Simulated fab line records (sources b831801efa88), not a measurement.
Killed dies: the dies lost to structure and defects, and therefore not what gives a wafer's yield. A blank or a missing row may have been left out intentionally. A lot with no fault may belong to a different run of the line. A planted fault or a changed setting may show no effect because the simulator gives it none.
A single fault, viewed from 2 desks ; flow sfq line ; each desk holds nothing but its own numbers, with what lay behind them at the end

## TOOL OWNER'S DESK, rie metal-01
The tool's own readings at SFQ_TRILAYER_M2_BARC_OPEN_METAL_ETCH_077 (etches BARC in O2, target depth 125 nm, time 41.7 s): means of the sampled wafers that have a number, for each lot that ran on this tool. If a lot's mean is further than 4 standard deviations from the usual mean, the lot is out of limits and carries the mark OUT (the distance appears in the brackets).
Columns: A = drypump motor current A at SFQ_TRILAYER_M2_BARC_OPEN_METAL_ETCH_077, usual 5.5 A; B = oes product au at SFQ_TRILAYER_M2_BARC_OPEN_METAL_ETCH_077, usual 0.685 a.u.; C = rf fwd power W at SFQ_TRILAYER_M2_BARC_OPEN_METAL_ETCH_077, usual 592.6 W
lot;first seen here;A;B;C
L772;day 36 21:26;5.8;0.680;595.6
L775;day 37 03:26;5.9;0.687;674.3 (+29) OUT
This desk's finding: out of limits on L775; first on L775, day 37 03:26 (rf fwd power W at SFQ_TRILAYER_M2_BARC_OPEN_METAL_ETCH_077). L772 stayed within limits.

## FROM THE METROLOGY DESK
Means of the sampled wafers that have a number, per lot and without regard to the tool the lot ran on: this is what the gauges read. If a lot's mean is further than 4 standard deviations from the usual mean, the lot is out of limits and carries the mark OUT (the distance appears in the brackets).
Columns: A = M2_NB_RS at SFQ_M2_RS_MEAS_914, usual 0.892 ohm/sq; B = M2_OVL at SFQ_M2_OVL_MEAS_916, usual -2 nm
lot;first seen here;A;B
L758;day 24 11:02;0.895;6
L759;day 24 21:48;0.901;-3
L772;day 30 18:53;0.894;5
L775;day 31 03:17;0.884;-6
L779;day 33 23:52;0.893;3
This desk found nothing out of limits on any of the 5 lots.

## TAKEN TOGETHER
The tool owner's desk could have raised an alarm at day 37 03:26, on L775.
Metrology desk: nothing out of limits seen.
The metrology desk has L775 on record, within its limits.
All the named lots went through SFQ_TRILAYER_M2_BARC_OPEN_METAL_ETCH_077 on rie metal-01.

## WHAT THE SIMULATOR HAD INSERTED
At SFQ_TRILAYER_M2_BARC_OPEN_METAL_ETCH_077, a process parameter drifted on rie metal-01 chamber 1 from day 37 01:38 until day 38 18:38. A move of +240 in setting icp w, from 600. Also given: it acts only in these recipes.
Struck lots among those shown: L775.
How many hours passed from the start of the fault until each desk's first out-of-limits reading: the tool owner's desk, 2.
